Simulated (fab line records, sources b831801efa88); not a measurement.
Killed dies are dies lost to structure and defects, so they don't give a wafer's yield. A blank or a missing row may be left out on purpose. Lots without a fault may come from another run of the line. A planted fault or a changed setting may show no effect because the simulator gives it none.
A struck lot beside a sound one | flow sky130 | 18 steps out of a route of 708
Sound: wafers L715.4, L715.5, L715.6. Struck: wafers L720.1, L720.3. The cause comes at the end.
At each step with rows: each side's tool, then ch and its chambers, then its first start. Under that, the readings that differ: sound wafers | struck wafers | difference of the means | sigmas: that difference in standard deviations of wafers without a fault.
alike: readings whose means differ by less than 2 such deviations, and words and numbers that are the same on both sides. not compared: withheld readings, readings that some wafer has no value for, bounds like >300 that may hide the same value, and numbers for which the record gives no deviation and whose values overlap.
The two part at a step that has a row with sigmas, a row that says differs or no value, or rows on one side only. Numbers that don't overlap but have no deviation are shown without sigmas and don't part them. A reading that every wafer of one side lacks parts them only if that side has two wafers or more.

first, 3 steps without rows for these wafers: SKY_SONOS_ONO_WET_ETCH_18 (etches Si3N4 in H3PO4, target depth 15 nm, time 172 s); SKY_GATE_OXIDE_CLEAN_00 (cleans in SC1/SC2, time 150 s); SKY_GATE_OXIDE_OXIDATION_01 (stabilise 600 s, purge 300 s, target thk 10.268 nm).
SKY_GATE_OXIDE_THK_MEAS_02:
  sound on film_metro-02, day 13 10:01; struck on film_metro-04, day 14 22:17
  alike: GATE_OXIDE_OXIDATION_00_THK
then, 7 steps without rows for these wafers: SKY_GATE_OXIDE_DEHYDRATE_03 (time 60 s); SKY_GATE_OXIDE_HMDS_04 (prime time 60 s); SKY_GATE_OXIDE_COAT_05 (resist thk 1140 nm); SKY_GATE_OXIDE_SOFTBAKE_06 (time 60 s); SKY_GATE_OXIDE_EXPOSE_07 (exposes mask LVOM, target cd 600 nm); SKY_GATE_OXIDE_PEB_08; SKY_GATE_OXIDE_DEVELOP_09 (develop time 60 s).
SKY_GATE_OXIDE_OVL_MEAS_10:
  sound on overlay-02, day 14 11:26; struck on overlay-01, day 16 00:31
  reading             | sound          | struck  | difference | sigmas
  GATE_OXIDE_OVL (nm) | -2.5 -1.9 -2.2 | 2.9 3.7 | +5.5       | +4
SKY_GATE_OXIDE_IMPLANT_11:
  sound on implanter-03 ch 0, day 14 11:32; struck on implanter-01 ch 0, day 16 00:33
  reading            | sound           | struck      | difference | sigmas
  beam_on_s (s)      | 9.75 9.83 10.07 | 11.41 10.94 | +1.29      | +6
  faraday_current_uA | 15.0 14.9 14.5  | 12.8 13.5   | -1.7       | -5
then, 1 step without rows for these wafers: SKY_GATE_OXIDE_WET_ETCH_12 (etches SiO2 in dHF, target depth 16.8 nm, time 336 s).
SKY_GATE_OXIDE_STRIP_13: strips in O2/N2.
  sound on plasma_asher-04 ch 0,1, day 14 11:44; struck on plasma_asher-04 ch 1, day 16 00:49
  alike: drypump_motor_current_A, n2_flow_sccm, oes_product_au, strip_time_to_endpoint_s
  not compared: rf_hours_counter_h
SKY_GATE_OXIDE_TW_MEAS_14:
  sound on film_metro-02, day 14 11:50; struck on film_metro-02, day 16 00:55
  reading       | sound             | struck      | difference | sigmas
  GATE_OXIDE_TW | 221.1 221.9 222.1 | 226.1 226.0 | +4.4       | +3
then, 1 step without rows for these wafers: SKY_GATE_OXIDE_CLEAN_15 (cleans in SC1/SC2, time 150 s).
-- the record jumps here: 31 days lie between the struck wafers' starts before and after (it left off in module GATE_OXIDE and takes up again in module PAD_OPEN, whose first step shown is number 708 of the route) --
SKY_PAD_OPEN_PROBE_99:
  sound on prober-01, day 47 09:25; struck on prober-02, day 47 12:17
  reading                                 | sound                   | struck          | difference | sigmas
  killed_at_front_end                     | 15 13 8                 | 25 23           | +12        | +3
  model.etest.pfet_01v8_lvt.drive_ua_um   | 176.7 175.5 175.4       | 185.1 184.2     | +8.8       |
  model.etest.pfet_01v8_mvt.drive_ua_um   | 154.1 153.7 154.6       | 159.9 159.3     | +5.5       |
  model.etest.pfet_01v8_lvt.vt_sat_v (V)  | -0.4022 -0.4024 -0.4075 | -0.3579 -0.3673 | +0.0414    |
  model.etest.pfet_01v8_lvt.vt_v (V)      | -0.5052 -0.5033 -0.5086 | -0.4573 -0.4592 | +0.0475    |
  model.etest.pfet_01v8_lvt.vt_long_v (V) | -0.6297 -0.6291 -0.634  | -0.5823 -0.584  | +0.0478    |
  alike: killed_at_M0_to_M3, killed_at_M4_up, killed_at_contacts, killed_at_other, killed_dies, killed_open, killed_short
  not compared: model.etest.pfet_01v8_lvt.off_log10_a_um, model.etest.pfet_01v8_mvt.off_log10_a_um, model.etest.pfet_01v8_mvt.vt_sat_v

WHERE THEY PART
First at SKY_GATE_OXIDE_OVL_MEAS_10; last, within this record, at SKY_PAD_OPEN_PROBE_99.

WHY: what the simulator had put in
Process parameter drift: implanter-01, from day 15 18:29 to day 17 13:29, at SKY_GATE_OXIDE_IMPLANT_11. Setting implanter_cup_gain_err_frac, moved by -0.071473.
